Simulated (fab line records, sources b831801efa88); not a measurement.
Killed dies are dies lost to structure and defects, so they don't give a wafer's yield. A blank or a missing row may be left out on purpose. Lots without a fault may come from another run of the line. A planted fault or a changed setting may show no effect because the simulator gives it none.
fab line records | flow sky130
record lots=7 wafers=21 last_day=51
route steps=708 shown POLY_GATE@236 LDD_N@237 PAD_OPEN@708
lots that met no fault: from a run of the same line without faults
start_h: hours from the record's first day to the start of the lot's first wafer shown | wait_h: hours since the lot's step before | " the same as in the row above | L1.1+2: a row that stands for several wafers | - no value, or no start given | * or withheld: withheld | < > ~ a bound
route shown NAME@n: a module of which the file shows steps, and the number in the route of the first | usual: mean/standard deviation of fault-free wafers | same: alike in all rows | chamber/n: place in a boat | sites: the reading at each site | _std_site: their standard deviation | _edge_site: outer sites' mean less inner sites' | radius_mm: how far each site lies from the wafer's centre | mask NAME#n: copy n | behind: the tool/chamber that last shaped the wafer | hold: why the lot was held/for how many hours/how that ended | device: the transistor (n, p or np) that didn't switch | end of line: the same wafers' tests at the end of the route | a step without rows: its recipe alone | killed: dies lost to structure and defects at the first sort, not the wafer's yield | map: a wafer's dies, x killed, . not, _ none there
set.NAME: the setting as run; set.NAME@STEP: as run at that earlier step | model.NAME: the simulator's own value behind a step, which no gauge read
lots at some steps of the route; a table a step, a row a wafer
services: from which hour (start_h, from the record's first day; less than 0 if before it) a tool's chamber was out of use, for how many hours, and why
## steps
# step SKY_POLY_GATE_CD_MEAS_22
# usual cd_nm=150.9/1.9
# columns lot.wafer tool chamber start_h wait_h cd_nm
L363.1 cd_sem-01 - 468.76 0.1 151.6
L363.4 " - " " 151.6
L363.5 " - " " 150.8
L367.1 cd_sem-01 - 496.47 0.1 151.9
L367.5 " - " " 153.2
L367.6 " - " " 153.6
L368.2 cd_sem-02 - 502.54 0.1 148.8
L368.4 " - " " 153.5
L368.5 " - " " 151.7
L369.1 cd_sem-02 - 514.84 0.1 151.0
L369.5 " - " " 150.7
L369.6 " - " " 149.9
L370.3 cd_sem-02 - 521.37 0.1 151.4
L370.4 " - " " 151.4
L370.5 " - " " 151.6
L371.1 cd_sem-02 - 524.72 0.1 149.9
L371.3 " - " " 149.8
L371.6 " - " " 150.5
L377.1 cd_sem-02 - 583.19 0.1 150.6
L377.4 " - " " 148.7
L377.6 " - " " 151.3
# step SKY_LDD_N_DEHYDRATE_00
# recipe temp_c=200 time_s=60
# step SKY_LDD_N_HMDS_01
# recipe prime_time_s=60 prime_temp_c=120
# step SKY_LDD_N_COAT_02
# recipe resist=NOVOLAK spin_rpm=3000 resist_thk_nm=300
# step SKY_LDD_N_SOFTBAKE_03
# recipe temp_c=90 time_s=60 resist=NOVOLAK
# step SKY_LDD_N_EXPOSE_04
# recipe mask_id=NTM target_cd_nm=840 na=0.6 source_shape=conventional sigma_outer=0.6 dose_mj=110
# step SKY_LDD_N_PEB_05
# recipe temp_c=withheld time_s=* resist=NOVOLAK
# step SKY_LDD_N_DEVELOP_06
# recipe develop_time_s=60 dev_temp_c=23
# step SKY_LDD_N_OVL_MEAS_07
# usual LDD_N_OVL=0.6/1.2
# columns lot.wafer tool chamber start_h wait_h LDD_N_OVL[nm]
L363.1 overlay-02 - 499.22 0.1 -0.2
L363.4 " - " " 0.0
L363.5 " - " " -0.9
L367.1 overlay-01 - 527.12 0.1 1.6
L367.5 " - " " 2.6
L367.6 " - " " 0.4
L368.2 overlay-02 - 532.86 0.1 0.0
L368.4 " - " " 0.2
L368.5 " - " " -0.5
L369.1 overlay-02 - 545.12 0.1 1.4
L369.5 " - " " 1.1
L369.6 " - " " 0.6
L370.3 overlay-01 - 551.52 0.1 0.5
L370.4 " - " " 1.7
L370.5 " - " " 1.5
L371.1 overlay-02 - 553.92 0.1 -0.2
L371.3 " - " " -0.8
L371.6 " - " " -0.1
L377.1 overlay-01 - 611.61 0.1 -0.5
L377.4 " - " " -0.2
L377.6 " - " " 0.9
# step SKY_LDD_N_IMPLANT_08
# recipe species=As energy_kev=20 dose_cm2=7.5e+13 tilt_deg=withheld rotation_deg=23
# step SKY_LDD_N_IMPLANT_09
# recipe species=As energy_kev=20 dose_cm2=7.5e+13 tilt_deg=withheld rotation_deg=113
# step SKY_LDD_N_IMPLANT_10
# recipe species=As energy_kev=20 dose_cm2=7.5e+13 tilt_deg=withheld rotation_deg=203
# step SKY_LDD_N_IMPLANT_11
# recipe species=As energy_kev=20 dose_cm2=7.5e+13 tilt_deg=withheld rotation_deg=293
# usual beam_energy_keV=20.000/0.0061 rotation_deg=292.99/0.068
# columns lot.wafer tool chamber start_h wait_h beam_energy_keV rotation_deg model.implant.rp_nm model.implant.drp_nm
L363.1 implanter-02 0 499.71 0.1 19.995 292.93 16.17 7.212
L363.4 " 0 " " 19.998 292.97 16.17 7.212
L363.5 " 0 " " 20.006 292.91 16.17 7.212
L367.1 implanter-01 0 527.61 0.1 20.012 292.98 15.63 7.212
L367.5 " 0 " " 20.006 293.10 15.63 7.212
L367.6 " 0 " " 20.002 292.99 15.63 7.212
L368.2 implanter-01 0 533.37 0.1 17.677 293.00 14.47 6.624
L368.4 " 0 " " 17.672 293.02 14.47 6.624
L368.5 " 0 " " 17.679 292.94 14.47 6.624
L369.1 implanter-03 0 545.61 0.1 20.003 292.96 15.98 7.212
L369.5 " 0 " " 20.000 293.03 15.98 7.212
L369.6 " 0 " " 20.004 292.98 15.98 7.212
L370.3 implanter-01 0 552.04 0.1 17.669 292.95 14.67 6.624
L370.4 " 0 " " 17.668 292.97 14.67 6.624
L370.5 " 0 " " 17.671 292.93 14.67 6.624
L371.1 implanter-01 0 554.41 0.1 17.670 292.96 14.34 6.624
L371.3 " 0 " " 17.663 292.99 14.34 6.624
L371.6 " 0 " " 17.681 292.99 14.34 6.624
L377.1 implanter-03 0 612.09 0.1 20.005 292.95 15.48 7.212
L377.4 " 0 " " 20.007 292.89 15.48 7.212
L377.6 " 0 " " 20.012 292.96 15.48 7.212
# step SKY_LDD_N_IMPLANT_12
# recipe species=BF2 energy_kev=50 dose_cm2=5e+12 tilt_deg=30 rotation_deg=0
# step SKY_PAD_OPEN_PROBE_99
# usual killed_at_M0_to_M3=44/6.9 killed_at_M4_up=3.1/1.7 killed_at_contacts=25/5.6 killed_at_front_end=14/4.3 killed_at_other=0.3/0.51 killed_dies=86/9.8 killed_open=47/6.5 killed_short=39/6.6
# same gross_dies=492 killed_at_back_side=0
# columns lot.wafer tool chamber start_h wait_h killed_at_M0_to_M3 killed_at_M4_up killed_at_contacts killed_at_front_end killed_at_other killed_dies killed_open killed_short model.etest.tip_n.rs_ohm_sq
L363.1 prober-01 - 1147.64 0.1 44 3 21 10 0 78 39 39 439.7
L363.4 prober-01 - 1147.79 0.2 43 2 19 12 0 76 46 30 441.5
L363.5 prober-01 - 1147.84 0.2 44 0 28 14 1 87 50 37 441.8
L367.1 prober-02 - 1166.47 0.1 50 2 30 14 1 97 51 46 445
L367.5 prober-02 - 1166.67 0.2 43 5 22 6 1 77 38 39 448.6
L367.6 prober-02 - 1166.72 0.2 44 3 28 10 1 86 52 34 444.8
L368.2 prober-02 - 1172.92 0.1 45 1 21 12 0 79 36 43 447.1
L368.4 prober-02 - 1173.02 0.2 40 5 27 12 0 84 45 39 447.5
L368.5 prober-02 - 1173.07 0.2 41 2 23 15 0 81 47 34 449.6
L369.1 prober-01 - 1177.64 0.1 45 3 22 15 0 85 50 35 441.1
L369.5 prober-01 - 1177.84 0.2 27 5 21 14 1 68 43 25 438.5
L369.6 prober-01 - 1177.89 0.2 36 3 29 17 1 86 43 43 434.9
L370.3 prober-02 - 1181.87 0.2 43 2 34 13 0 92 52 40 450.6
L370.4 prober-02 - 1181.92 0.2 45 6 22 16 0 89 45 44 448.5
L370.5 prober-02 - 1181.97 0.2 47 6 16 13 0 82 42 40 452.8
L371.1 prober-01 - 1183.43 0.1 44 3 33 17 0 97 54 43 445.5
L371.3 prober-01 - 1183.53 0.2 49 4 21 17 0 91 49 42 446.9
L371.6 prober-01 - 1183.68 0.2 37 3 28 10 0 78 47 31 445.8
L377.1 prober-02 - 1214.53 0.1 51 3 31 20 0 105 56 49 443.4
L377.4 prober-02 - 1214.68 0.2 47 4 47 15 0 113 64 49 442.2
L377.6 prober-02 - 1214.78 0.2 45 1 26 12 1 85 46 39 443.4
# killed by level:class
L363.1 VIA1:geometric_particle:open=13 METAL1:geometric_particle:short=7 LOCAL_INTERCONNECT:geometric_particle:short=5 CONTACT:geometric_particle:open=5 CONTACT:geometric_particle:short=5 VIA2:geometric_particle:open=5 METAL3:geometric_particle:short=4 VIA3:geometric_particle:open=4
L363.4 VIA3:geometric_particle:open=10 VIA1:geometric_particle:open=9 LI_CONTACT:geometric_particle:open=8 METAL2:geometric_particle:short=6 CONTACT:geometric_particle:open=5 VIA1:geometric_particle:short=4 METAL1:geometric_particle:short=3 METAL2:geometric_particle:open=3
L363.5 CONTACT:geometric_particle:open=13 VIA1:geometric_particle:short=9 VIA1:geometric_particle:open=9 LI_CONTACT:geometric_particle:open=7 VIA3:geometric_particle:open=6 POLY_GATE:geometric_particle:short=5 POLY_GATE:geometric_particle:open=5 VIA2:geometric_particle:open=4
L367.1 LI_CONTACT:geometric_particle:open=10 VIA3:geometric_particle:open=10 VIA1:geometric_particle:open=8 CONTACT:geometric_particle:open=7 METAL2:geometric_particle:short=6 LOCAL_INTERCONNECT:geometric_particle:short=5 CONTACT:geometric_particle:short=5 METAL1:geometric_particle:short=5
L367.5 CONTACT:geometric_particle:open=8 VIA1:geometric_particle:open=7 VIA3:geometric_particle:short=7 CONTACT:geometric_particle:short=6 VIA1:geometric_particle:short=6 VIA3:geometric_particle:open=6 METAL1:geometric_particle:short=5 VIA2:geometric_particle:open=5
L367.6 CONTACT:geometric_particle:open=15 VIA1:geometric_particle:open=13 LI_CONTACT:geometric_particle:open=7 VIA2:geometric_particle:open=7 VIA2:geometric_particle:short=5 VIA1:geometric_particle:short=4 POLY_GATE:geometric_particle:short=3 CONTACT:geometric_particle:short=3
L368.2 LI_CONTACT:geometric_particle:open=10 METAL2:geometric_particle:short=9 VIA1:geometric_particle:open=8 POLY_GATE:geometric_particle:short=7 METAL1:geometric_particle:short=6 CONTACT:geometric_particle:open=5 VIA3:geometric_particle:open=5 VIA2:geometric_particle:open=4
L368.4 VIA1:geometric_particle:open=14 CONTACT:geometric_particle:open=10 LI_CONTACT:geometric_particle:open=7 POLY_GATE:geometric_particle:open=4 LOCAL_INTERCONNECT:geometric_particle:short=4 CONTACT:geometric_particle:short=4 VIA1:geometric_particle:short=4 VIA2:geometric_particle:short=4
L368.5 VIA1:geometric_particle:open=11 LI_CONTACT:geometric_particle:open=9 CONTACT:geometric_particle:open=9 VIA2:geometric_particle:open=8 METAL1:geometric_particle:short=6 FIELD_ISO:geometric_particle:open=5 VIA1:geometric_particle:short=5 POLY_GATE:geometric_particle:short=4
L369.1 VIA1:geometric_particle:open=14 CONTACT:geometric_particle:open=11 VIA3:geometric_particle:open=7 METAL2:geometric_particle:short=7 VIA1:geometric_particle:short=5 FIELD_ISO:geometric_particle:short=4 FIELD_ISO:geometric_particle:open=4 LI_CONTACT:geometric_particle:open=3
L369.5 CONTACT:geometric_particle:open=10 METAL1:geometric_particle:short=7 VIA1:geometric_particle:open=7 FIELD_ISO:geometric_particle:open=6 LI_CONTACT:geometric_particle:open=5 VIA3:geometric_particle:open=5 LI_CONTACT:geometric_particle:short=4 FIELD_ISO:geometric_particle:short=3
L369.6 CONTACT:geometric_particle:open=9 VIA1:geometric_particle:short=9 VIA1:geometric_particle:open=8 FIELD_ISO:geometric_particle:short=7 CONTACT:geometric_particle:short=7 VIA2:geometric_particle:open=7 LI_CONTACT:geometric_particle:short=5 METAL1:geometric_particle:short=5
L370.3 CONTACT:geometric_particle:open=14 VIA1:geometric_particle:open=10 VIA2:geometric_particle:open=9 LI_CONTACT:geometric_particle:short=6 LOCAL_INTERCONNECT:geometric_particle:short=5 METAL2:geometric_particle:short=5 VIA3:geometric_particle:open=4 CONTACT:geometric_particle:short=4
L370.4 VIA1:geometric_particle:open=10 FIELD_ISO:geometric_particle:open=7 VIA1:geometric_particle:short=7 CONTACT:geometric_particle:open=6 POLY_GATE:geometric_particle:short=5 LI_CONTACT:geometric_particle:open=5 METAL1:geometric_particle:short=5 VIA2:geometric_particle:short=5
L370.5 VIA1:geometric_particle:open=10 VIA2:geometric_particle:open=6 VIA3:geometric_particle:open=6 METAL4:geometric_particle:short=6 CONTACT:geometric_particle:short=5 METAL1:geometric_particle:short=5 METAL2:geometric_particle:short=5 METAL3:geometric_particle:short=5
L371.1 CONTACT:geometric_particle:open=11 LI_CONTACT:geometric_particle:open=9 VIA3:geometric_particle:open=9 VIA2:geometric_particle:open=8 METAL2:geometric_particle:short=7 LOCAL_INTERCONNECT:geometric_particle:short=6 POLY_GATE:geometric_particle:open=5 VIA1:geometric_particle:open=5
L371.3 VIA1:geometric_particle:open=12 LI_CONTACT:geometric_particle:open=7 VIA1:geometric_particle:short=7 VIA2:geometric_particle:open=7 CONTACT:geometric_particle:open=6 VIA3:geometric_particle:open=6 POLY_GATE:geometric_particle:open=5 CONTACT:geometric_particle:short=5
L371.6 CONTACT:geometric_particle:open=10 LI_CONTACT:geometric_particle:open=9 METAL2:geometric_particle:short=9 VIA2:geometric_particle:open=6 VIA3:geometric_particle:open=6 FIELD_ISO:geometric_particle:open=5 VIA1:geometric_particle:open=4 FIELD_ISO:geometric_particle:short=3
L377.1 VIA3:geometric_particle:open=15 CONTACT:geometric_particle:open=9 METAL1:geometric_particle:short=8 LI_CONTACT:geometric_particle:open=8 FIELD_ISO:geometric_particle:short=7 CONTACT:geometric_particle:short=7 VIA1:geometric_particle:open=7 METAL2:geometric_particle:short=5
L377.4 VIA1:geometric_particle:open=15 CONTACT:geometric_particle:open=14 LOCAL_INTERCONNECT:geometric_particle:short=11 LI_CONTACT:geometric_particle:open=10 FIELD_ISO:geometric_particle:open=8 VIA3:geometric_particle:open=8 CONTACT:geometric_particle:short=6 LI_CONTACT:geometric_particle:short=5
L377.6 METAL1:geometric_particle:short=12 LI_CONTACT:geometric_particle:open=11 VIA1:geometric_particle:open=10 CONTACT:geometric_particle:open=8 VIA3:geometric_particle:open=8 FIELD_ISO:geometric_particle:short=7 CONTACT:geometric_particle:short=5 FIELD_ISO:geometric_particle:open=4
## services
# columns tool chamber start_h hours kind
implanter-03 - 539.98 0.7 repair
implanter-01 - 557.15 2.9 repair
implanter-01 - 610.55 8.4 pm
## key
first_sign step=SKY_LDD_N_IMPLANT_11 reading=beam_energy_keV direction=down sigmas=99+ usual=* struck=*
effect none on later readings
model_effect step=SKY_LDD_N_IMPLANT_11 value=implant.rp_nm without=15.85 struck=14.49
model_effect step=SKY_PAD_OPEN_PROBE_99 value=etest.tip_n.rs_ohm_sq without=441.5 struck=448.2
met_at SKY_LDD_N_IMPLANT_11
struck_wafers L368.2,L368.4,L368.5,L370.3,L370.4,L370.5,L371.1,L371.3,L371.6
tester_left_out L368,L370,L371
onset_between 527.61 533.37
fault kind=process_parameter_drift tool=implanter-01 chamber=- onset_h=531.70 steps=SKY_LDD_N_IMPLANT_11 channel=energy_kev offset=* shape=step end_h=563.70 acts_in=* stated=*
# tester_left_out: of these lots the tester's yield and bins aren't shown, on N5 and GAA mostly nor the transistor test; their killed dies are dies lost to structure and defects alone, not to doping, threshold or leakage, so they don't give the yield
